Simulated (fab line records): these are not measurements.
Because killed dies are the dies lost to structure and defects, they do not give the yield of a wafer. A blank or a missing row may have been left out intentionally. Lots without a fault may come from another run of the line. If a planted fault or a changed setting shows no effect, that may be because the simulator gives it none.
Which tool is to blame? :: flow gf180mcu :: 18 wafers from 6 lots sampled at 3 of the route's 602 steps

WHAT THE GAUGES SHOWED, per wafer
GF_PSD_RS_MEAS_15: the measuring method here is four-point-probe.
lot: L339
measured: day 15 19:47
on: filmMetro-03
PSD_RS (ohm/sq): 108.80 108.26 108.29

lot: L341
measured: day 16 14:14
on: filmMetro-03
PSD_RS (ohm/sq): 108.56 108.72 108.44

lot: L344
measured: day 17 20:52
on: filmMetro-03
PSD_RS (ohm/sq): 108.71 108.45 108.50

lot: L351
measured: day 20 06:22
on: filmMetro-01
PSD_RS (ohm/sq): 108.40 108.48 108.08

lot: L355
measured: day 21 15:40
on: filmMetro-04
PSD_RS (ohm/sq): 107.29 107.20 107.42

lot: L357
measured: day 22 11:02
on: filmMetro-01
PSD_RS (ohm/sq): 108.21 108.15 108.20

WHICH TOOL RAN EACH LOT (tool, then ch and the chambers of the sampled wafers, then the start)
lot: L339
GF_PSD_IMPLANT_09: implanter-01 ch 0, day 15 19:13
GF_PSD_STRIP_10: plasmaAsher-04 ch 0,1, day 15 19:20

lot: L341
GF_PSD_IMPLANT_09: implanter-01 ch 0, day 16 13:40
GF_PSD_STRIP_10: plasmaAsher-02 ch 0,1, day 16 13:48

lot: L344
GF_PSD_IMPLANT_09: implanter-03 ch 0, day 17 20:19
GF_PSD_STRIP_10: plasmaAsher-01 ch 0,1, day 17 20:26

lot: L351
GF_PSD_IMPLANT_09: implanter-03 ch 0, day 20 05:49
GF_PSD_STRIP_10: plasmaAsher-02 ch 0,1, day 20 05:56

lot: L355
GF_PSD_IMPLANT_09: implanter-01 ch 0, day 21 15:07
GF_PSD_STRIP_10: plasmaAsher-04 ch 0,1, day 21 15:14

lot: L357
GF_PSD_IMPLANT_09: implanter-03 ch 0, day 22 10:29
GF_PSD_STRIP_10: plasmaAsher-04 ch 0,1, day 22 10:37
- GF_PSD_IMPLANT_09
- GF_PSD_STRIP_10: strips in O2/N2.

THE ANSWER, worked out from the rows above alone
Rule: what is usual is taken from the lots themselves. Put in order of their means at a reading, lots are off if they are a third of the lots or fewer, leave a main group of 4 or more, and stand apart from it by a gap of 3 or more times the standard deviation of the main group's means; of several such gaps the widest counts. If all means in a main group match to the digits the tables above print for the reading, that group is not used. Also off: a lot with no number at a reading for which 4 or more lots have one. The other lots that the step has rows for count as sound.
Off: L355, at GF_PSD_RS_MEAS_15 (PSD_RS). Main group: mean 108.42 ohm/sq, sd 0.15.
If a tool, at a process step before that reading, ran all the lots that are off and no sound lot after the first of them, it fits. Gauges at GF_PSD_RS_MEAS_15: tried the same way as those tools. This does not decide it: 2 tools fit, namely implanter-01 at GF_PSD_IMPLANT_09 and filmMetro-04 at GF_PSD_RS_MEAS_15.

WHAT WAS PUT IN BY THE SIMULATOR
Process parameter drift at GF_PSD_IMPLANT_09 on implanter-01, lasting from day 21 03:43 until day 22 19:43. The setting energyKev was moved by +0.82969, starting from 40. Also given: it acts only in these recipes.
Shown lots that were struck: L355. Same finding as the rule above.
